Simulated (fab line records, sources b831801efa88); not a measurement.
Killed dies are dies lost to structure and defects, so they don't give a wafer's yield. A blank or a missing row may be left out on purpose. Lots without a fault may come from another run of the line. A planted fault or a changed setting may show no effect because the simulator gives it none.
Which tool did it? | flow sky130 | 13 lots, 39 wafers sampled, at 4 steps of a route of 708

WHAT THE GAUGES READ, wafer by wafer
SKY_SONOS_TUNNEL_OVL_MEAS_08.
lot  | measured     | on         | SONOS_TUNNEL_OVL (nm)
L906 | day 12 01:10 | overlay-02 | -0.6 0.1 1.4
L907 | day 12 09:41 | overlay-01 | 0.7 -0.5 0.8
L908 | day 12 20:41 | overlay-01 | 0.6 1.4 -0.4
L909 | day 13 02:23 | overlay-02 | -1.9 0.7 1.2
L911 | day 13 13:10 | overlay-02 | 2.9 2.4 1.6
L920 | day 17 12:44 | overlay-02 | 5.1 -0.1 2.7
L921 | day 17 13:25 | overlay-02 | -1.9 -0.8 0.0
L922 | day 18 06:03 | overlay-02 | 0.7 1.6 0.5
L923 | day 18 09:18 | overlay-02 | 4.8 2.0 1.5
L925 | day 18 19:34 | overlay-02 | -1.5 -2.7 -0.9
L924 | day 18 21:04 | overlay-01 | 2.8 2.4 1.8
L926 | day 18 23:49 | overlay-02 | 1.0 1.0 0.7
L927 | day 19 05:17 | overlay-01 | -0.3 1.0 2.2

SKY_METAL2_RS_MEAS_05: measures by four-point-probe.
lot  | measured     | on            | METAL2_ALCU_RS (ohm/sq)
L906 | day 34 23:08 | film_metro-03 | 0.1258 0.1267 0.1267
L907 | day 35 03:08 | film_metro-04 | 0.1270 0.1280 0.1289
L908 | day 35 17:56 | film_metro-03 | 0.1267 0.1273 0.1274
L920 | day 39 23:24 | film_metro-03 | 0.1274 0.1278 0.1264
L921 | day 40 04:10 | film_metro-03 | 0.1280 0.1280 0.1268
L922 | day 40 18:01 | film_metro-04 | 0.1268 0.1265 0.1275
L923 | day 40 23:40 | film_metro-04 | 0.1268 0.1259 0.1266
L925 | day 41 07:36 | film_metro-04 | 0.1266 0.1278 0.1258
L924 | day 41 05:26 | film_metro-04 | 0.1242 0.1251 0.1260
L926 | day 41 14:19 | film_metro-01 | 0.1257 0.1259 0.1253
L927 | day 41 10:55 | film_metro-04 | 0.1261 0.1280 0.1269

SKY_VIA2_BOW_MEAS_03.
lot  | measured     | on            | VIA2_BOW (um)
L906 | day 36 02:55 | film_metro-02 | 85 80 69
L907 | day 36 06:42 | film_metro-01 | 89 97 95
L908 | day 36 22:18 | film_metro-03 | 72 81 101
L920 | day 41 01:45 | film_metro-02 | 95 95 76
L921 | day 41 06:26 | film_metro-02 | 76 97 72
L922 | day 41 20:35 | film_metro-01 | 87 84 92
L923 | day 42 01:31 | film_metro-01 | 95 95 82
L925 | day 42 09:58 | film_metro-01 | 81 81 85
L924 | day 42 07:28 | film_metro-03 | 75 94 84
L926 | day 42 15:52 | film_metro-02 | 89 81 90
L927 | day 42 13:14 | film_metro-03 | 94 89 87

WHICH TOOL RAN EACH LOT (tool, then ch and the chambers of the sampled wafers, then the start)
lot  | SKY_POLY_CUT_ETCH_11
L906 | rie_diel-02 ch 0,1,2, day 25 01:37
L907 | rie_diel-03 ch 1,2, day 25 07:43
L908 | rie_diel-02 ch 0,3, day 26 01:52
L909 | rie_diel-03 ch 1,3, day 26 08:34
L911 | rie_diel-02 ch 1,2, day 26 20:45
L920 | rie_diel-02 ch 0,1,3, day 30 20:49
L921 | rie_diel-02 ch 0,1,2, day 30 21:49
L922 | rie_diel-01 ch 0,2,3, day 31 14:18
L923 | rie_diel-02 ch 2,3, day 31 18:52
L925 | rie_diel-03 ch 0,3, day 32 05:03
L924 | rie_diel-03 ch 0,1,3, day 32 00:55
L926 | rie_diel-01 ch 0,2,3, day 32 12:28
L927 | rie_diel-02 ch 0,1,3, day 32 10:12
- SKY_POLY_CUT_ETCH_11: etches Si3N4 in CF4/CH2F2/Ar, stops on poly-Si, time 42.5 s, target depth 60 nm.

WHAT THE TOOLS THEMSELVES READ (means of the sampled wafers that have a number; where no wafer has one, the mark that the record gives instead)
SKY_POLY_CUT_ETCH_11.
lot  | tool        | bias_w (W) | cf4_flow_sccm (sccm) | drypump_motor_current_A (A) | mfc_ar_sccm (sccm) | oes_product_au (a.u.) | throttle_valve_pct (%)
L906 | rie_diel-02 | 149.9      | 39.88                | 5.8                         | 149.9              | 0.825                 | 14.985
L907 | rie_diel-03 | 150.9      | 40.02                | 6.0                         | 150.0              | 0.833                 | 14.998
L908 | rie_diel-02 | 150.4      | 39.97                | 5.1                         | 150.2              | 0.823                 | 14.992
L909 | rie_diel-03 | -          | -                    | -                           | -                  | -                     | -
L911 | rie_diel-02 | -          | -                    | -                           | -                  | -                     | -
L920 | rie_diel-02 | 150.1      | 39.99                | 5.4                         | 150.6              | 0.832                 | 14.991
L921 | rie_diel-02 | 149.7      | 40.09                | 5.8                         | 150.5              | 0.837                 | 14.997
L922 | rie_diel-01 | 149.8      | 39.92                | 5.6                         | 150.3              | 0.838                 | 15.000
L923 | rie_diel-02 | 150.0      | 39.95                | 5.4                         | 149.8              | 0.830                 | 14.985
L925 | rie_diel-03 | 149.8      | 39.85                | 5.5                         | 150.3              | 0.829                 | 14.993
L924 | rie_diel-03 | 150.4      | 40.08                | 5.8                         | 149.8              | 0.832                 | 14.995
L926 | rie_diel-01 | 149.6      | 39.95                | 5.6                         | 150.4              | 0.836                 | 14.999
L927 | rie_diel-02 | 150.4      | 40.05                | 5.4                         | 150.0              | 0.822                 | 14.999

THE ANSWER, worked out from the rows above alone
Rule: what is usual is taken from the lots themselves. Put in order of their means at a reading, lots are off if they are a third of the lots or fewer, leave a main group of 4 or more, and stand apart from it by a gap of 3 or more times the standard deviation of the main group's means; of several such gaps the widest counts. A main group whose means are all the same, to the digits that the tables above print for the reading, isn't used. A lot without any number at a reading at which 4 lots or more have one is off too. The other lots that the step has rows for count as sound. The gauges are gone through in route order, then the tools' own readings, and for those a lot's mean is taken as printed above. The first step at which some lot is off is used, and at that step the reading that is off furthest; a lot without a number counts as furthest.
Off: L909, L911, at SKY_POLY_CUT_ETCH_11 (bias_w). Without a number there: L909, L911. The main group: mean 150.1 W, standard deviation 0.38.
A tool fits if, at that step or a process step before it, it ran every lot that is off, and no sound lot after the first of them. None of those tried fits.

WHAT THE SIMULATOR HAD PUT IN
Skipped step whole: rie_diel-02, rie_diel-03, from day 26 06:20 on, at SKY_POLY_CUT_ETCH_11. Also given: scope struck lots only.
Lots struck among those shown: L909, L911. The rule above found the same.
